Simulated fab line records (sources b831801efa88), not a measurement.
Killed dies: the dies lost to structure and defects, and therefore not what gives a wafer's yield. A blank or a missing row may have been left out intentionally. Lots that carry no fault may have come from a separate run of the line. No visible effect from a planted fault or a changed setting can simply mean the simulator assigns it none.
Chamber matching / flow sky130 / 3 sister chambers for SKY_CAP2M_CVD_00 on pecvd-01
The step deposits SiO2, target thk 15.5 nm. 14 wafers are shown with their chamber, then 7 later ones without.

## WAFERS PAIRED WITH THEIR CHAMBERS
wafer=L075.2; chamber=2; heater_power_w (W)=611
wafer=L075.3; chamber=0; heater_power_w (W)=758
wafer=L075.4; chamber=2; heater_power_w (W)=604
wafer=L077.1; chamber=0; heater_power_w (W)=788
wafer=L077.4; chamber=2; heater_power_w (W)=672
wafer=L077.6; chamber=1; heater_power_w (W)=850
wafer=L080.2; chamber=0; heater_power_w (W)=678
wafer=L080.4; chamber=0; heater_power_w (W)=697
wafer=L080.6; chamber=2; heater_power_w (W)=627
wafer=L082.2; chamber=2; heater_power_w (W)=634
wafer=L082.3; chamber=1; heater_power_w (W)=808
wafer=L082.6; chamber=0; heater_power_w (W)=727
wafer=L083.1; chamber=2; heater_power_w (W)=655
wafer=L083.5; chamber=2; heater_power_w (W)=666

SIGNATURES (averages over the wafers above)
reading=heater_power_w; chamber 0=729.60; chamber 1=829.00; chamber 2=638.43; scatter within a chamber=34.5
Rule: for each reading, subtract the chamber's mean from the wafer's reading, divide by that reading's scatter and square the result; add these up over the readings and take the root, which gives the wafer's distance from the chamber. If the next closest chamber is less than 2 further off than the closest, the wafer can't be placed; otherwise it belongs to the closest. The scatter: the root of (the sum of the squares of (reading less its chamber's mean) over the shown wafers, divided by (wafers less chambers)).

## WAFERS WITH NO CHAMBER GIVEN
wafer=L083.6; heater_power_w (W)=712
wafer=L085.1; heater_power_w (W)=638
wafer=L085.2; heater_power_w (W)=766
wafer=L085.3; heater_power_w (W)=744
wafer=L090.1; heater_power_w (W)=799
wafer=L090.2; heater_power_w (W)=705
wafer=L090.3; heater_power_w (W)=686

## WHICH CHAMBER EACH WENT THROUGH
wafer=L083.6; from the rows above=can't be placed: 0 or 2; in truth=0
wafer=L085.1; from the rows above=2; in truth=2
wafer=L085.2; from the rows above=can't be placed: 0 or 1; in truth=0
wafer=L085.3; from the rows above=0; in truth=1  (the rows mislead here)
wafer=L090.1; from the rows above=can't be placed: 1 or 0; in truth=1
wafer=L090.2; from the rows above=can't be placed: 0 or 2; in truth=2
wafer=L090.3; from the rows above=can't be placed: 0 or 2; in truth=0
Correctly placed: 1 of 7. From these rows, 5 cannot be placed; in 5 the true chamber is one of the candidates. 1 placed wrongly.
